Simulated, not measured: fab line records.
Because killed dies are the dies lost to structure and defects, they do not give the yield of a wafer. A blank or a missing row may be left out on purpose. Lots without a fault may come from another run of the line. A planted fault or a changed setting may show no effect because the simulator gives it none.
Shared-tool check | flow sky130 | 12 lots, 36 wafers sampled

REASON IT WAS OPENED
2 of 12 lots carry a flag on the reading VT_ADJUST_HVTR_TW at SKY_VT_ADJUST_HVTR_TW_MEAS_11. Fault-free wafers read 210.2, with a standard deviation of 1.1.
Rule: a lot is flagged when every wafer of it that has a number lies more than 4 standard deviations from that mean, or none has a number. All remaining lots are regarded as sound.

lot  | measured     | on            | VT_ADJUST_HVTR_TW, wafer by wafer | flag
L986 | day 9 06:30  | film metro-02 | 211.7 211.6 211.6                 |
L987 | day 9 21:46  | film metro-01 | 212.0 211.6 212.1                 |
L990 | day 10 20:02 | film metro-03 | 208.8 208.3 210.1                 |
L991 | day 11 02:06 | film metro-02 | 209.6 210.0 210.2                 |
L992 | day 11 09:19 | film metro-03 | 209.0 208.9 209.8                 |
L996 | day 12 11:28 | film metro-02 | 209.8 209.7 210.5                 |
L997 | day 12 19:23 | film metro-03 | 209.2 207.8 208.0                 |
L998 | day 13 01:28 | film metro-03 | 210.0 209.3 209.8                 |
L105 | day 15 07:13 | film metro-02 | 196.7 197.4 196.8                 | FLAGGED
L107 | day 15 20:19 | film metro-01 | 198.7 196.9 199.3                 | FLAGGED
L108 | day 16 03:29 | film metro-02 | 210.6 210.1 209.6                 |
L109 | day 17 02:50 | film metro-01 | 208.2 209.5 209.1                 |
Average over the flagged lots: 197.6; offset from the usual -12.6, equal to -11 standard deviations.

WHICH TOOL EACH LOT WENT THROUGH
The record keeps 1 process step preceding the reading, out of 708 steps on the route. Read each cell as the tool, then ch plus the chambers that the sampled wafers visited, then the start.
lot  | flag    | SKY_VT_ADJUST_HVTR_IMPLANT_09
L986 |         | implanter-04 ch 0, day 9 06:16
L987 |         | implanter-03 ch 0, day 9 21:32
L990 |         | implanter-01 ch 0, day 10 19:47
L991 |         | implanter-04 ch 0, day 11 01:52
L992 |         | implanter-04 ch 0, day 11 09:05
L996 |         | implanter-03 ch 0, day 12 11:15
L997 |         | implanter-03 ch 0, day 12 19:08
L998 |         | implanter-04 ch 0, day 13 01:14
L105 | FLAGGED | implanter-04 ch 0, day 15 06:59
L107 | FLAGGED | implanter-04 ch 0, day 15 20:05
L108 |         | implanter-03 ch 0, day 16 03:14
L109 |         | implanter-03 ch 0, day 17 02:35
What these steps do:
- SKY_VT_ADJUST_HVTR_IMPLANT_09
- SKY_VT_ADJUST_HVTR_TW_MEAS_11

FLAGGED AGAINST TOTAL, ONE TOOL AT A TIME (gauges that did the reading follow at the end)
step                          | tool          | lots run | flagged | share of the flagged lots | sound lots run after its first flagged lot
SKY_VT_ADJUST_HVTR_IMPLANT_09 | implanter-01  | 1        | 0       | none                      | -
SKY_VT_ADJUST_HVTR_IMPLANT_09 | implanter-03  | 5        | 0       | none                      | -
SKY_VT_ADJUST_HVTR_IMPLANT_09 | implanter-04  | 6        | 2       | all                       | 0
SKY_VT_ADJUST_HVTR_TW_MEAS_11 | film metro-01 | 3        | 1       | some                      | 1 (L109)
SKY_VT_ADJUST_HVTR_TW_MEAS_11 | film metro-02 | 5        | 1       | some                      | 1 (L108)
SKY_VT_ADJUST_HVTR_TW_MEAS_11 | film metro-03 | 4        | 0       | none                      | -

WHAT THE TABLE ALLOWS
Rows of the table that ran each flagged lot: 1, that is implanter-04 at SKY_VT_ADJUST_HVTR_IMPLANT_09.
- implanter-04 at SKY_VT_ADJUST_HVTR_IMPLANT_09 ran 6 lots, 2 of them flagged. Last sound lot L998 at day 13 01:14, first flagged lot L105 at day 15 06:59; a fault beginning in between fits. Its own readings lie more than 4 standard deviations out on every wafer of the flagged lots: dose ions cm2, faraday current uA.
One tool is left: implanter-04 at SKY_VT_ADJUST_HVTR_IMPLANT_09.

WHAT HAD BEEN PUT IN BY THE SIMULATOR
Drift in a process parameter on implanter-04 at SKY_VT_ADJUST_HVTR_IMPLANT_09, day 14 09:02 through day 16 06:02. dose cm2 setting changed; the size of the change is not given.
Struck lots among those shown: L105, L107. The rule above reached the same finding.
